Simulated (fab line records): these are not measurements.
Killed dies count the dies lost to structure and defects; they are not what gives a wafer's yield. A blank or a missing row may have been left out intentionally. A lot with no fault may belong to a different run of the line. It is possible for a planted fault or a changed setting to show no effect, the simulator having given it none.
Which tool is to blame? ; flow gf180mcu ; 7 lots, 21 wafers sampled, at 3 steps of a route of 602

## WHAT THE GAUGES SHOWED, per wafer
GF_POLY_GATE_OVL_MEAS_11.
lot;measured;on;POLY_GATE_OVL (nm)
L500;day 10 00:47;overlay-01;8 4 5
L503;day 11 00:11;overlay-01;1 16 9
L505;day 11 11:56;overlay-01;-1 8 2
L507;day 12 07:00;overlay-01;7 3 6
L511;day 13 08:05;overlay-01;6 -1 5
L517;day 15 01:29;overlay-02;1 4 9
L519;day 15 13:23;overlay-01;2 3 5

## WHICH TOOL RAN EACH LOT (tool, then ch and the chambers of the sampled wafers, then the start)
lot;GF_MVPSD_COAT_02;GF_MVPSD_STRIP_10
L500;litho track-02 ch 0, day 5 10:43;plasma asher-04 ch 0,1, day 5 18:24
L503;litho track-04 ch 0, day 6 07:05;plasma asher-03 ch 0,1, day 6 14:49
L505;litho track-03 ch 0, day 6 15:37;plasma asher-04 ch 0,1, day 6 23:45
L507;litho track-03 ch 0, day 7 06:52;plasma asher-03 ch 0,1, day 7 14:50
L511;litho track-02 ch 0, day 8 03:19;plasma asher-01 ch 0,1, day 8 11:46
L517;litho track-02 ch 0, day 9 14:25;plasma asher-01 ch 0,1, day 10 00:04
L519;litho track-04 ch 0, day 10 00:49;plasma asher-01 ch 0,1, day 10 10:12
- GF_MVPSD_COAT_02: resist thk 3000 nm.
- GF_MVPSD_STRIP_10: strips in O2/N2.

## THE ANSWER, worked out from the rows above alone
Rule: what is usual is taken from the lots themselves. The widest of any qualifying gaps counts: lots, ordered by their means at a reading, are off when they make up no more than a third of the lots, leave a main group of 4 or more, and stand apart from it by 3 or more times the standard deviation of that group's means. A main group whose means are all the same, to the digits that the tables above print for the reading, isn't used. Also off: a lot with no number at a reading for which 4 or more lots have one. All remaining lots with rows at the step are treated as sound.
No lot is off on any of the readings shown, so nothing can be concluded from this.

## WHAT HAD BEEN PUT IN BY THE SIMULATOR
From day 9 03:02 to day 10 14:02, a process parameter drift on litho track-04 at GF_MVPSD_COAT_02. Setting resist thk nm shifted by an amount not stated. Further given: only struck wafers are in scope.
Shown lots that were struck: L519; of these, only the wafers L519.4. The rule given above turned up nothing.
